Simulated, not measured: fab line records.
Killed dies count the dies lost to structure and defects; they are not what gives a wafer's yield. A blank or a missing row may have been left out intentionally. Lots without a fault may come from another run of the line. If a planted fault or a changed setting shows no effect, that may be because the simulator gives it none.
fab line records / flow sky130
record: lots: 15 wafers: 45 last_day: 50
route steps=708 shown METAL3@535 CAPM@540
lots untouched by any fault: they come from a run of this same line in which no faults occurred
start_h: the number of hours between the record's first day and the start of the first shown wafer of the lot / wait_h: hours from the lot's prior step to this one / " as in the row above / L1.1+2: a row that stands for several wafers / - either no value or no given start / * or withheld: withheld / < > ~ a bound
route shown NAME@n: a module of which the file shows steps, and the number in the route of the first / usual: average and standard deviation across the fault-free wafers / same: alike in all rows / chamber/n: place in a boat / sites: per-site readings / _std_site: standard deviation of those values / _edge_site: outer sites' mean less inner sites' / radius_mm: how far each site lies from the wafer's centre / mask NAME#n: copy n / behind: the last tool/chamber to shape the wafer / hold: why the lot went on hold/how many hours it stayed there/how the hold came to an end / device: the n, p or np transistor that did not switch / end of line: the same wafers' tests at the end of the route / a step with no rows: only its recipe / killed: the dies lost at the first sort to structure and to defects; this is not the yield of the wafer / map: the dies of a wafer, with x for killed, . for not killed, _ for no die there
set.NAME: the setting the step ran with; set.NAME@STEP: the setting that earlier step ran with / model.NAME: the simulator's own value behind a step, which no gauge read
one table for each step of the route and one row for each wafer, over a sample of lots
services: a tool's chamber out of use, with start hour (start_h, from the record's first day; less than 0 if before it), hours out, and reason
== steps ==
step: SKY_METAL3_SPUTTER_03
recipe: material: Ti target_thk_nm: 5 power_w: 3000 time_s: 3.3 chamber_pressure_pa: 0.4
usual: throttle_valve_pct: 29.6/0.86
lot.wafer=L299.1 tool=pvd_sputter-02 chamber=- start_h=859.14 wait_h=0.0 throttle_valve_pct=30.4
lot.wafer=L299.2 tool=pvd_sputter-02 chamber=- start_h=859.14 wait_h=0.0 throttle_valve_pct=30.5
lot.wafer=L299.5 tool=pvd_sputter-02 chamber=- start_h=859.14 wait_h=0.0 throttle_valve_pct=30.6
lot.wafer=L300.2 tool=pvd_sputter-03 chamber=- start_h=867.75 wait_h=0.0 throttle_valve_pct=29.0
lot.wafer=L300.3 tool=pvd_sputter-03 chamber=- start_h=867.75 wait_h=0.0 throttle_valve_pct=29.8
lot.wafer=L300.4 tool=pvd_sputter-03 chamber=- start_h=867.75 wait_h=0.0 throttle_valve_pct=30.8
lot.wafer=L301.2 tool=pvd_sputter-03 chamber=- start_h=877.48 wait_h=0.0 throttle_valve_pct=30.9
lot.wafer=L301.4 tool=pvd_sputter-03 chamber=- start_h=877.48 wait_h=0.0 throttle_valve_pct=29.7
lot.wafer=L301.5 tool=pvd_sputter-03 chamber=- start_h=877.48 wait_h=0.0 throttle_valve_pct=29.9
lot.wafer=L309.1 tool=pvd_sputter-02 chamber=- start_h=943.36 wait_h=0.0 throttle_valve_pct=30.4
lot.wafer=L309.3 tool=pvd_sputter-02 chamber=- start_h=943.36 wait_h=0.0 throttle_valve_pct=30.5
lot.wafer=L309.5 tool=pvd_sputter-02 chamber=- start_h=943.36 wait_h=0.0 throttle_valve_pct=30.3
lot.wafer=L310.1 tool=pvd_sputter-03 chamber=- start_h=948.17 wait_h=0.0 throttle_valve_pct=29.8
lot.wafer=L310.4 tool=pvd_sputter-03 chamber=- start_h=948.17 wait_h=0.0 throttle_valve_pct=29.1
lot.wafer=L310.6 tool=pvd_sputter-03 chamber=- start_h=948.17 wait_h=0.0 throttle_valve_pct=29.7
lot.wafer=L311.1 tool=pvd_sputter-01 chamber=- start_h=949.28 wait_h=0.0 throttle_valve_pct=28.8
lot.wafer=L311.3 tool=pvd_sputter-01 chamber=- start_h=949.28 wait_h=0.0 throttle_valve_pct=30.8
lot.wafer=L311.5 tool=pvd_sputter-01 chamber=- start_h=949.28 wait_h=0.0 throttle_valve_pct=28.9
lot.wafer=L312.1 tool=pvd_sputter-03 chamber=- start_h=956.56 wait_h=0.0 throttle_valve_pct=29.1
lot.wafer=L312.3 tool=pvd_sputter-03 chamber=- start_h=956.56 wait_h=0.0 throttle_valve_pct=29.7
lot.wafer=L312.6 tool=pvd_sputter-03 chamber=- start_h=956.56 wait_h=0.0 throttle_valve_pct=29.2
lot.wafer=L314.2 tool=pvd_sputter-01 chamber=- start_h=976.65 wait_h=0.0 throttle_valve_pct=28.9
lot.wafer=L314.5 tool=pvd_sputter-01 chamber=- start_h=976.65 wait_h=0.0 throttle_valve_pct=29.1
lot.wafer=L314.6 tool=pvd_sputter-01 chamber=- start_h=976.65 wait_h=0.0 throttle_valve_pct=28.5
lot.wafer=L316.2 tool=pvd_sputter-01 chamber=- start_h=983.34 wait_h=0.0 throttle_valve_pct=28.9
lot.wafer=L316.4 tool=pvd_sputter-01 chamber=- start_h=983.34 wait_h=0.0 throttle_valve_pct=28.7
lot.wafer=L316.6 tool=pvd_sputter-01 chamber=- start_h=983.34 wait_h=0.0 throttle_valve_pct=29.0
lot.wafer=L317.1 tool=pvd_sputter-03 chamber=- start_h=989.88 wait_h=0.0 throttle_valve_pct=29.7
lot.wafer=L317.2 tool=pvd_sputter-03 chamber=- start_h=989.88 wait_h=0.0 throttle_valve_pct=29.6
lot.wafer=L317.4 tool=pvd_sputter-03 chamber=- start_h=989.88 wait_h=0.0 throttle_valve_pct=29.2
lot.wafer=L319.2 tool=pvd_sputter-01 chamber=- start_h=997.65 wait_h=0.0 throttle_valve_pct=28.6
lot.wafer=L319.3 tool=pvd_sputter-01 chamber=- start_h=997.65 wait_h=0.0 throttle_valve_pct=28.4
lot.wafer=L319.5 tool=pvd_sputter-01 chamber=- start_h=997.65 wait_h=0.0 throttle_valve_pct=28.2
lot.wafer=L318.1 tool=pvd_sputter-01 chamber=- start_h=999.17 wait_h=0.0 throttle_valve_pct=28.5
lot.wafer=L318.2 tool=pvd_sputter-01 chamber=- start_h=999.17 wait_h=0.0 throttle_valve_pct=29.0
lot.wafer=L318.6 tool=pvd_sputter-01 chamber=- start_h=999.17 wait_h=0.0 throttle_valve_pct=28.9
lot.wafer=L320.1 tool=pvd_sputter-01 chamber=- start_h=1011.03 wait_h=0.0 throttle_valve_pct=28.4
lot.wafer=L320.3 tool=pvd_sputter-01 chamber=- start_h=1011.03 wait_h=0.0 throttle_valve_pct=29.1
lot.wafer=L320.5 tool=pvd_sputter-01 chamber=- start_h=1011.03 wait_h=0.0 throttle_valve_pct=29.1
lot.wafer=L321.1 tool=pvd_sputter-01 chamber=- start_h=1015.55 wait_h=0.0 throttle_valve_pct=28.7
lot.wafer=L321.5 tool=pvd_sputter-01 chamber=- start_h=1015.55 wait_h=0.0 throttle_valve_pct=28.8
lot.wafer=L321.6 tool=pvd_sputter-01 chamber=- start_h=1015.55 wait_h=0.0 throttle_valve_pct=28.5
lot.wafer=L322.2 tool=pvd_sputter-03 chamber=- start_h=1015.86 wait_h=0.0 throttle_valve_pct=28.7
lot.wafer=L322.3 tool=pvd_sputter-03 chamber=- start_h=1015.86 wait_h=0.0 throttle_valve_pct=29.7
lot.wafer=L322.4 tool=pvd_sputter-03 chamber=- start_h=1015.86 wait_h=0.0 throttle_valve_pct=30.8
step: SKY_CAPM_RS_MEAS_03
recipe: thk_meas_gauge: four-point-probe reads: TiN_of_CAPM_SPUTTER_02
usual: CAPM_TIN_RS: 7.11/0.078
lot.wafer=L299.1 tool=film_metro-04 chamber=- start_h=859.40 wait_h=0.1 CAPM_TIN_RS[ohm/sq]=7.09
lot.wafer=L299.2 tool=film_metro-04 chamber=- start_h=859.40 wait_h=0.1 CAPM_TIN_RS[ohm/sq]=7.15
lot.wafer=L299.5 tool=film_metro-04 chamber=- start_h=859.40 wait_h=0.1 CAPM_TIN_RS[ohm/sq]=7.06
lot.wafer=L300.2 tool=film_metro-04 chamber=- start_h=868.03 wait_h=0.1 CAPM_TIN_RS[ohm/sq]=6.97
lot.wafer=L300.3 tool=film_metro-04 chamber=- start_h=868.03 wait_h=0.1 CAPM_TIN_RS[ohm/sq]=7.15
lot.wafer=L300.4 tool=film_metro-04 chamber=- start_h=868.03 wait_h=0.1 CAPM_TIN_RS[ohm/sq]=7.10
lot.wafer=L301.2 tool=film_metro-02 chamber=- start_h=877.75 wait_h=0.1 CAPM_TIN_RS[ohm/sq]=7.23
lot.wafer=L301.4 tool=film_metro-02 chamber=- start_h=877.75 wait_h=0.1 CAPM_TIN_RS[ohm/sq]=7.14
lot.wafer=L301.5 tool=film_metro-02 chamber=- start_h=877.75 wait_h=0.1 CAPM_TIN_RS[ohm/sq]=7.20
lot.wafer=L309.1 tool=film_metro-04 chamber=- start_h=943.62 wait_h=0.1 CAPM_TIN_RS[ohm/sq]=7.17
lot.wafer=L309.3 tool=film_metro-04 chamber=- start_h=943.62 wait_h=0.1 CAPM_TIN_RS[ohm/sq]=7.10
lot.wafer=L309.5 tool=film_metro-04 chamber=- start_h=943.62 wait_h=0.1 CAPM_TIN_RS[ohm/sq]=7.12
lot.wafer=L310.1 tool=film_metro-04 chamber=- start_h=948.44 wait_h=0.1 CAPM_TIN_RS[ohm/sq]=7.07
lot.wafer=L310.4 tool=film_metro-04 chamber=- start_h=948.44 wait_h=0.1 CAPM_TIN_RS[ohm/sq]=7.12
lot.wafer=L310.6 tool=film_metro-04 chamber=- start_h=948.44 wait_h=0.1 CAPM_TIN_RS[ohm/sq]=7.10
lot.wafer=L311.1 tool=film_metro-02 chamber=- start_h=949.54 wait_h=0.1 CAPM_TIN_RS[ohm/sq]=7.26
lot.wafer=L311.3 tool=film_metro-02 chamber=- start_h=949.54 wait_h=0.1 CAPM_TIN_RS[ohm/sq]=7.12
lot.wafer=L311.5 tool=film_metro-02 chamber=- start_h=949.54 wait_h=0.1 CAPM_TIN_RS[ohm/sq]=7.14
lot.wafer=L312.1 tool=film_metro-04 chamber=- start_h=956.83 wait_h=0.1 CAPM_TIN_RS[ohm/sq]=7.17
lot.wafer=L312.3 tool=film_metro-04 chamber=- start_h=956.83 wait_h=0.1 CAPM_TIN_RS[ohm/sq]=7.09
lot.wafer=L312.6 tool=film_metro-04 chamber=- start_h=956.83 wait_h=0.1 CAPM_TIN_RS[ohm/sq]=7.14
lot.wafer=L314.2 tool=film_metro-04 chamber=- start_h=976.92 wait_h=0.1 CAPM_TIN_RS[ohm/sq]=7.00
lot.wafer=L314.5 tool=film_metro-04 chamber=- start_h=976.92 wait_h=0.1 CAPM_TIN_RS[ohm/sq]=7.10
lot.wafer=L314.6 tool=film_metro-04 chamber=- start_h=976.92 wait_h=0.1 CAPM_TIN_RS[ohm/sq]=7.08
lot.wafer=L316.2 tool=film_metro-01 chamber=- start_h=983.62 wait_h=0.1 CAPM_TIN_RS[ohm/sq]=7.01
lot.wafer=L316.4 tool=film_metro-01 chamber=- start_h=983.62 wait_h=0.1 CAPM_TIN_RS[ohm/sq]=7.04
lot.wafer=L316.6 tool=film_metro-01 chamber=- start_h=983.62 wait_h=0.1 CAPM_TIN_RS[ohm/sq]=7.15
lot.wafer=L317.1 tool=film_metro-04 chamber=- start_h=990.20 wait_h=0.1 CAPM_TIN_RS[ohm/sq]=7.20
lot.wafer=L317.2 tool=film_metro-04 chamber=- start_h=990.20 wait_h=0.1 CAPM_TIN_RS[ohm/sq]=7.07
lot.wafer=L317.4 tool=film_metro-04 chamber=- start_h=990.20 wait_h=0.1 CAPM_TIN_RS[ohm/sq]=7.08
lot.wafer=L319.2 tool=film_metro-02 chamber=- start_h=997.93 wait_h=0.1 CAPM_TIN_RS[ohm/sq]=7.14
lot.wafer=L319.3 tool=film_metro-02 chamber=- start_h=997.93 wait_h=0.1 CAPM_TIN_RS[ohm/sq]=7.00
lot.wafer=L319.5 tool=film_metro-02 chamber=- start_h=997.93 wait_h=0.1 CAPM_TIN_RS[ohm/sq]=7.08
lot.wafer=L318.1 tool=film_metro-04 chamber=- start_h=999.43 wait_h=0.1 CAPM_TIN_RS[ohm/sq]=7.00
lot.wafer=L318.2 tool=film_metro-04 chamber=- start_h=999.43 wait_h=0.1 CAPM_TIN_RS[ohm/sq]=6.99
lot.wafer=L318.6 tool=film_metro-04 chamber=- start_h=999.43 wait_h=0.1 CAPM_TIN_RS[ohm/sq]=7.06
lot.wafer=L320.1 tool=film_metro-01 chamber=- start_h=1011.29 wait_h=0.1 CAPM_TIN_RS[ohm/sq]=7.27
lot.wafer=L320.3 tool=film_metro-01 chamber=- start_h=1011.29 wait_h=0.1 CAPM_TIN_RS[ohm/sq]=7.20
lot.wafer=L320.5 tool=film_metro-01 chamber=- start_h=1011.29 wait_h=0.1 CAPM_TIN_RS[ohm/sq]=7.26
lot.wafer=L321.1 tool=film_metro-04 chamber=- start_h=1015.82 wait_h=0.1 CAPM_TIN_RS[ohm/sq]=6.92
lot.wafer=L321.5 tool=film_metro-04 chamber=- start_h=1015.82 wait_h=0.1 CAPM_TIN_RS[ohm/sq]=7.10
lot.wafer=L321.6 tool=film_metro-04 chamber=- start_h=1015.82 wait_h=0.1 CAPM_TIN_RS[ohm/sq]=6.92
lot.wafer=L322.2 tool=film_metro-04 chamber=- start_h=1016.14 wait_h=0.1 CAPM_TIN_RS[ohm/sq]=7.08
lot.wafer=L322.3 tool=film_metro-04 chamber=- start_h=1016.14 wait_h=0.1 CAPM_TIN_RS[ohm/sq]=7.11
lot.wafer=L322.4 tool=film_metro-04 chamber=- start_h=1016.14 wait_h=0.1 CAPM_TIN_RS[ohm/sq]=7.13
step: SKY_METAL3_EXPOSE_10
recipe: mask_id: MM3 na: 0.68 source_shape: annular sigma_inner: 0.4 sigma_outer: 0.8 target_cd_nm: 300 dose_mj: 28
usual: exposure_dose_mJ_cm2: 28.05/0.069 focus_offset_nm: 0.1/0.5 sigma_inner: 0.4/0
lot.wafer=L299.1 tool=krf_scanner-01 chamber=0 start_h=898.98 wait_h=- mask=MM3#0 exposure_dose_mJ_cm2=27.97 focus_offset_nm=0.3 sigma_inner=0.4
lot.wafer=L299.2 tool=krf_scanner-01 chamber=0 start_h=898.98 wait_h=- mask=MM3#0 exposure_dose_mJ_cm2=27.99 focus_offset_nm=0.4 sigma_inner=0.4
lot.wafer=L299.5 tool=krf_scanner-01 chamber=0 start_h=898.98 wait_h=- mask=MM3#0 exposure_dose_mJ_cm2=27.95 focus_offset_nm=0.2 sigma_inner=0.4
lot.wafer=L300.2 tool=krf_scanner-01 chamber=0 start_h=906.05 wait_h=- mask=MM3#0 exposure_dose_mJ_cm2=28.01 focus_offset_nm=0.2 sigma_inner=0.4
lot.wafer=L300.3 tool=krf_scanner-01 chamber=0 start_h=906.05 wait_h=- mask=MM3#0 exposure_dose_mJ_cm2=27.98 focus_offset_nm=0.9 sigma_inner=0.4
lot.wafer=L300.4 tool=krf_scanner-01 chamber=0 start_h=906.05 wait_h=- mask=MM3#0 exposure_dose_mJ_cm2=27.99 focus_offset_nm=0.4 sigma_inner=0.4
lot.wafer=L301.2 tool=krf_scanner-01 chamber=0 start_h=916.52 wait_h=- mask=MM3#0 exposure_dose_mJ_cm2=27.98 focus_offset_nm=0.3 sigma_inner=0.4
lot.wafer=L301.4 tool=krf_scanner-01 chamber=0 start_h=916.52 wait_h=- mask=MM3#0 exposure_dose_mJ_cm2=28.01 focus_offset_nm=0.6 sigma_inner=0.4
lot.wafer=L301.5 tool=krf_scanner-01 chamber=0 start_h=916.52 wait_h=- mask=MM3#0 exposure_dose_mJ_cm2=27.98 focus_offset_nm=0.1 sigma_inner=0.4
lot.wafer=L309.1 tool=krf_scanner-02 chamber=0 start_h=981.08 wait_h=- mask=MM3#0 exposure_dose_mJ_cm2=28.13 focus_offset_nm=0.1 sigma_inner=0.4
lot.wafer=L309.3 tool=krf_scanner-02 chamber=0 start_h=981.08 wait_h=- mask=MM3#0 exposure_dose_mJ_cm2=28.10 focus_offset_nm=-0.3 sigma_inner=0.4
lot.wafer=L309.5 tool=krf_scanner-02 chamber=0 start_h=981.08 wait_h=- mask=MM3#0 exposure_dose_mJ_cm2=28.12 focus_offset_nm=0.1 sigma_inner=0.4
lot.wafer=L310.1 tool=krf_scanner-01 chamber=- start_h=986.26 wait_h=- mask=MM3#0 exposure_dose_mJ_cm2=- focus_offset_nm=- sigma_inner=-
lot.wafer=L310.4 tool=krf_scanner-01 chamber=- start_h=986.26 wait_h=- mask=MM3#0 exposure_dose_mJ_cm2=- focus_offset_nm=- sigma_inner=-
lot.wafer=L310.6 tool=krf_scanner-01 chamber=- start_h=986.26 wait_h=- mask=MM3#0 exposure_dose_mJ_cm2=- focus_offset_nm=- sigma_inner=-
lot.wafer=L311.1 tool=krf_scanner-01 chamber=- start_h=987.18 wait_h=- mask=MM3#0 exposure_dose_mJ_cm2=- focus_offset_nm=- sigma_inner=-
lot.wafer=L311.3 tool=krf_scanner-01 chamber=- start_h=987.18 wait_h=- mask=MM3#0 exposure_dose_mJ_cm2=- focus_offset_nm=- sigma_inner=-
lot.wafer=L311.5 tool=krf_scanner-01 chamber=- start_h=987.18 wait_h=- mask=MM3#0 exposure_dose_mJ_cm2=- focus_offset_nm=- sigma_inner=-
lot.wafer=L312.1 tool=krf_scanner-02 chamber=- start_h=993.80 wait_h=- mask=MM3#0 exposure_dose_mJ_cm2=- focus_offset_nm=- sigma_inner=-
lot.wafer=L312.3 tool=krf_scanner-02 chamber=- start_h=993.80 wait_h=- mask=MM3#0 exposure_dose_mJ_cm2=- focus_offset_nm=- sigma_inner=-
lot.wafer=L312.6 tool=krf_scanner-02 chamber=- start_h=993.80 wait_h=- mask=MM3#0 exposure_dose_mJ_cm2=- focus_offset_nm=- sigma_inner=-
lot.wafer=L314.2 tool=krf_scanner-01 chamber=0 start_h=1013.13 wait_h=- mask=MM3#0 exposure_dose_mJ_cm2=27.98 focus_offset_nm=0.3 sigma_inner=0.4
lot.wafer=L314.5 tool=krf_scanner-01 chamber=0 start_h=1013.13 wait_h=- mask=MM3#0 exposure_dose_mJ_cm2=27.96 focus_offset_nm=-0.6 sigma_inner=0.4
lot.wafer=L314.6 tool=krf_scanner-01 chamber=0 start_h=1013.13 wait_h=- mask=MM3#0 exposure_dose_mJ_cm2=28.03 focus_offset_nm=-0.2 sigma_inner=0.4
lot.wafer=L316.2 tool=krf_scanner-02 chamber=0 start_h=1020.37 wait_h=- mask=MM3#0 exposure_dose_mJ_cm2=28.16 focus_offset_nm=0.5 sigma_inner=0.4
lot.wafer=L316.4 tool=krf_scanner-02 chamber=0 start_h=1020.37 wait_h=- mask=MM3#0 exposure_dose_mJ_cm2=28.16 focus_offset_nm=0.5 sigma_inner=0.4
lot.wafer=L316.6 tool=krf_scanner-02 chamber=0 start_h=1020.37 wait_h=- mask=MM3#0 exposure_dose_mJ_cm2=28.15 focus_offset_nm=0.9 sigma_inner=0.4
lot.wafer=L317.1 tool=krf_scanner-01 chamber=0 start_h=1026.69 wait_h=- mask=MM3#0 exposure_dose_mJ_cm2=27.97 focus_offset_nm=0.1 sigma_inner=0.4
lot.wafer=L317.2 tool=krf_scanner-01 chamber=0 start_h=1026.69 wait_h=- mask=MM3#0 exposure_dose_mJ_cm2=28.03 focus_offset_nm=-0.3 sigma_inner=0.4
lot.wafer=L317.4 tool=krf_scanner-01 chamber=0 start_h=1026.69 wait_h=- mask=MM3#0 exposure_dose_mJ_cm2=27.98 focus_offset_nm=-0.7 sigma_inner=0.4
lot.wafer=L319.2 tool=krf_scanner-01 chamber=0 start_h=1033.57 wait_h=- mask=MM3#0 exposure_dose_mJ_cm2=27.97 focus_offset_nm=0.4 sigma_inner=0.4
lot.wafer=L319.3 tool=krf_scanner-01 chamber=0 start_h=1033.57 wait_h=- mask=MM3#0 exposure_dose_mJ_cm2=27.98 focus_offset_nm=-0.4 sigma_inner=0.4
lot.wafer=L319.5 tool=krf_scanner-01 chamber=0 start_h=1033.57 wait_h=- mask=MM3#0 exposure_dose_mJ_cm2=27.96 focus_offset_nm=0.2 sigma_inner=0.4
lot.wafer=L318.1 tool=krf_scanner-02 chamber=0 start_h=1035.35 wait_h=- mask=MM3#0 exposure_dose_mJ_cm2=28.10 focus_offset_nm=0.0 sigma_inner=0.4
lot.wafer=L318.2 tool=krf_scanner-02 chamber=0 start_h=1035.35 wait_h=- mask=MM3#0 exposure_dose_mJ_cm2=28.13 focus_offset_nm=0.5 sigma_inner=0.4
lot.wafer=L318.6 tool=krf_scanner-02 chamber=0 start_h=1035.35 wait_h=- mask=MM3#0 exposure_dose_mJ_cm2=28.15 focus_offset_nm=-0.2 sigma_inner=0.4
lot.wafer=L320.1 tool=krf_scanner-02 chamber=0 start_h=1045.93 wait_h=- mask=MM3#0 exposure_dose_mJ_cm2=28.12 focus_offset_nm=-1.1 sigma_inner=0.4
lot.wafer=L320.3 tool=krf_scanner-02 chamber=0 start_h=1045.93 wait_h=- mask=MM3#0 exposure_dose_mJ_cm2=28.12 focus_offset_nm=-0.5 sigma_inner=0.4
lot.wafer=L320.5 tool=krf_scanner-02 chamber=0 start_h=1045.93 wait_h=- mask=MM3#0 exposure_dose_mJ_cm2=28.10 focus_offset_nm=0.4 sigma_inner=0.4
lot.wafer=L321.1 tool=krf_scanner-01 chamber=0 start_h=1051.00 wait_h=- mask=MM3#0 exposure_dose_mJ_cm2=27.99 focus_offset_nm=-0.3 sigma_inner=0.4
lot.wafer=L321.5 tool=krf_scanner-01 chamber=0 start_h=1051.00 wait_h=- mask=MM3#0 exposure_dose_mJ_cm2=28.00 focus_offset_nm=0.3 sigma_inner=0.4
lot.wafer=L321.6 tool=krf_scanner-01 chamber=0 start_h=1051.00 wait_h=- mask=MM3#0 exposure_dose_mJ_cm2=27.97 focus_offset_nm=0.0 sigma_inner=0.4
lot.wafer=L322.2 tool=krf_scanner-01 chamber=0 start_h=1051.37 wait_h=- mask=MM3#0 exposure_dose_mJ_cm2=27.97 focus_offset_nm=0.4 sigma_inner=0.4
lot.wafer=L322.3 tool=krf_scanner-01 chamber=0 start_h=1051.37 wait_h=- mask=MM3#0 exposure_dose_mJ_cm2=27.98 focus_offset_nm=0.0 sigma_inner=0.4
lot.wafer=L322.4 tool=krf_scanner-01 chamber=0 start_h=1051.37 wait_h=- mask=MM3#0 exposure_dose_mJ_cm2=27.94 focus_offset_nm=-0.1 sigma_inner=0.4
step: SKY_METAL3_OVL_MEAS_14
usual: METAL3_OVL: 1/5.9
lot.wafer=L299.1 tool=overlay-01 chamber=- start_h=911.77 wait_h=0.1 METAL3_OVL[nm]=9
lot.wafer=L299.2 tool=overlay-01 chamber=- start_h=911.77 wait_h=0.1 METAL3_OVL[nm]=12
lot.wafer=L299.5 tool=overlay-01 chamber=- start_h=911.77 wait_h=0.1 METAL3_OVL[nm]=8
lot.wafer=L300.2 tool=overlay-01 chamber=- start_h=918.45 wait_h=0.1 METAL3_OVL[nm]=2
lot.wafer=L300.3 tool=overlay-01 chamber=- start_h=918.45 wait_h=0.1 METAL3_OVL[nm]=12
lot.wafer=L300.4 tool=overlay-01 chamber=- start_h=918.45 wait_h=0.1 METAL3_OVL[nm]=1
lot.wafer=L301.2 tool=overlay-01 chamber=- start_h=929.20 wait_h=0.1 METAL3_OVL[nm]=2
lot.wafer=L301.4 tool=overlay-01 chamber=- start_h=929.20 wait_h=0.1 METAL3_OVL[nm]=7
lot.wafer=L301.5 tool=overlay-01 chamber=- start_h=929.20 wait_h=0.1 METAL3_OVL[nm]=-1
lot.wafer=L309.1 tool=overlay-02 chamber=- start_h=992.77 wait_h=0.1 METAL3_OVL[nm]=-4
lot.wafer=L309.3 tool=overlay-02 chamber=- start_h=992.77 wait_h=0.1 METAL3_OVL[nm]=-7
lot.wafer=L309.5 tool=overlay-02 chamber=- start_h=992.77 wait_h=0.1 METAL3_OVL[nm]=-9
lot.wafer=L310.1 tool=overlay-01 chamber=- start_h=997.55 wait_h=0.1 METAL3_OVL[nm]=-
lot.wafer=L310.4 tool=overlay-01 chamber=- start_h=997.55 wait_h=0.1 METAL3_OVL[nm]=-
lot.wafer=L310.6 tool=overlay-01 chamber=- start_h=997.55 wait_h=0.1 METAL3_OVL[nm]=-
lot.wafer=L311.1 tool=overlay-01 chamber=- start_h=998.30 wait_h=0.1 METAL3_OVL[nm]=-
lot.wafer=L311.3 tool=overlay-01 chamber=- start_h=998.30 wait_h=0.1 METAL3_OVL[nm]=-
lot.wafer=L311.5 tool=overlay-01 chamber=- start_h=998.30 wait_h=0.1 METAL3_OVL[nm]=-
lot.wafer=L312.1 tool=overlay-01 chamber=- start_h=1005.85 wait_h=0.1 METAL3_OVL[nm]=-
lot.wafer=L312.3 tool=overlay-01 chamber=- start_h=1005.85 wait_h=0.1 METAL3_OVL[nm]=-
lot.wafer=L312.6 tool=overlay-01 chamber=- start_h=1005.85 wait_h=0.1 METAL3_OVL[nm]=-
lot.wafer=L314.2 tool=overlay-01 chamber=- start_h=1024.85 wait_h=0.1 METAL3_OVL[nm]=7
lot.wafer=L314.5 tool=overlay-01 chamber=- start_h=1024.85 wait_h=0.1 METAL3_OVL[nm]=2
lot.wafer=L314.6 tool=overlay-01 chamber=- start_h=1024.85 wait_h=0.1 METAL3_OVL[nm]=2
lot.wafer=L316.2 tool=overlay-01 chamber=- start_h=1031.85 wait_h=0.1 METAL3_OVL[nm]=6
lot.wafer=L316.4 tool=overlay-01 chamber=- start_h=1031.85 wait_h=0.1 METAL3_OVL[nm]=10
lot.wafer=L316.6 tool=overlay-01 chamber=- start_h=1031.85 wait_h=0.1 METAL3_OVL[nm]=1
lot.wafer=L317.1 tool=overlay-02 chamber=- start_h=1037.85 wait_h=0.1 METAL3_OVL[nm]=-1
lot.wafer=L317.2 tool=overlay-02 chamber=- start_h=1037.85 wait_h=0.1 METAL3_OVL[nm]=2
lot.wafer=L317.4 tool=overlay-02 chamber=- start_h=1037.85 wait_h=0.1 METAL3_OVL[nm]=11
lot.wafer=L319.2 tool=overlay-02 chamber=- start_h=1043.95 wait_h=0.1 METAL3_OVL[nm]=0
lot.wafer=L319.3 tool=overlay-02 chamber=- start_h=1043.95 wait_h=0.1 METAL3_OVL[nm]=4
lot.wafer=L319.5 tool=overlay-02 chamber=- start_h=1043.95 wait_h=0.1 METAL3_OVL[nm]=1
lot.wafer=L318.1 tool=overlay-01 chamber=- start_h=1046.20 wait_h=0.1 METAL3_OVL[nm]=-2
lot.wafer=L318.2 tool=overlay-01 chamber=- start_h=1046.20 wait_h=0.1 METAL3_OVL[nm]=8
lot.wafer=L318.6 tool=overlay-01 chamber=- start_h=1046.20 wait_h=0.1 METAL3_OVL[nm]=7
lot.wafer=L320.1 tool=overlay-01 chamber=- start_h=1057.37 wait_h=0.1 METAL3_OVL[nm]=5
lot.wafer=L320.3 tool=overlay-01 chamber=- start_h=1057.37 wait_h=0.1 METAL3_OVL[nm]=2
lot.wafer=L320.5 tool=overlay-01 chamber=- start_h=1057.37 wait_h=0.1 METAL3_OVL[nm]=4
lot.wafer=L321.1 tool=overlay-02 chamber=- start_h=1062.20 wait_h=0.1 METAL3_OVL[nm]=-1
lot.wafer=L321.5 tool=overlay-02 chamber=- start_h=1062.20 wait_h=0.1 METAL3_OVL[nm]=-6
lot.wafer=L321.6 tool=overlay-02 chamber=- start_h=1062.20 wait_h=0.1 METAL3_OVL[nm]=-12
lot.wafer=L322.2 tool=overlay-01 chamber=- start_h=1062.29 wait_h=0.1 METAL3_OVL[nm]=4
lot.wafer=L322.3 tool=overlay-01 chamber=- start_h=1062.29 wait_h=0.1 METAL3_OVL[nm]=3
lot.wafer=L322.4 tool=overlay-01 chamber=- start_h=1062.29 wait_h=0.1 METAL3_OVL[nm]=15
== services ==
tool=krf_scanner-01 chamber=- start_h=839.11 hours=0.8 kind=pm
tool=krf_scanner-02 chamber=- start_h=847.82 hours=0.5 kind=repair
tool=krf_scanner-02 chamber=- start_h=866.21 hours=1.7 kind=repair
tool=krf_scanner-01 chamber=- start_h=899.96 hours=1.3 kind=pm
tool=krf_scanner-02 chamber=- start_h=901.28 hours=1.3 kind=pm
tool=krf_scanner-02 chamber=- start_h=933.45 hours=1.0 kind=pm
tool=pvd_sputter-02 chamber=- start_h=941.62 hours=1.5 kind=repair
tool=krf_scanner-01 chamber=- start_h=959.55 hours=0.5 kind=repair
tool=krf_scanner-01 chamber=0 start_h=959.55 hours=- kind=calibration
tool=pvd_sputter-01 chamber=- start_h=972.30 hours=1.1 kind=repair
tool=krf_scanner-01 chamber=- start_h=975.86 hours=1.0 kind=pm
tool=krf_scanner-02 chamber=0 start_h=979.49 hours=- kind=calibration
tool=krf_scanner-02 chamber=- start_h=985.43 hours=0.8 kind=pm
tool=pvd_sputter-03 chamber=- start_h=998.02 hours=3.0 kind=repair
tool=krf_scanner-01 chamber=- start_h=1007.91 hours=0.8 kind=pm
tool=pvd_sputter-03 chamber=- start_h=1011.24 hours=1.3 kind=repair
tool=krf_scanner-02 chamber=- start_h=1012.30 hours=2.7 kind=repair
tool=pvd_sputter-02 chamber=- start_h=1034.83 hours=4.2 kind=repair
== key ==
first_sign: step: SKY_METAL3_EXPOSE_10 reading: tool_record direction: missing
effect none on later readings
met_at SKY_METAL3_EXPOSE_10
struck_lots L310,L311,L312
later_rows_left_out L310.1,L310.4,L310.6,L311.1,L311.3,L311.5,L312.1,L312.3,L312.6
sort_left_out L310.1,L310.4,L310.6,L311.1,L311.3,L311.5,L312.1,L312.3,L312.6
not_acting_at SKY_METAL3_SPUTTER_03,SKY_CAPM_RS_MEAS_03,SKY_METAL3_OVL_MEAS_14
onset_between 981.08 986.26
fault: kind: skipped_step_whole tool: krf_scanner-01,krf_scanner-02 chamber: - onset_h: 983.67 steps: SKY_METAL3_EXPOSE_10 scope: struck_lots_only
sort_left_out: the simulated sort isn't trusted on such a fault, so these wafers' sort isn't shown, and their yield isn't known
later_rows_left_out: the simulator's readings of these wafers behind a module that went badly wrong aren't trusted and aren't shown, but for the sort
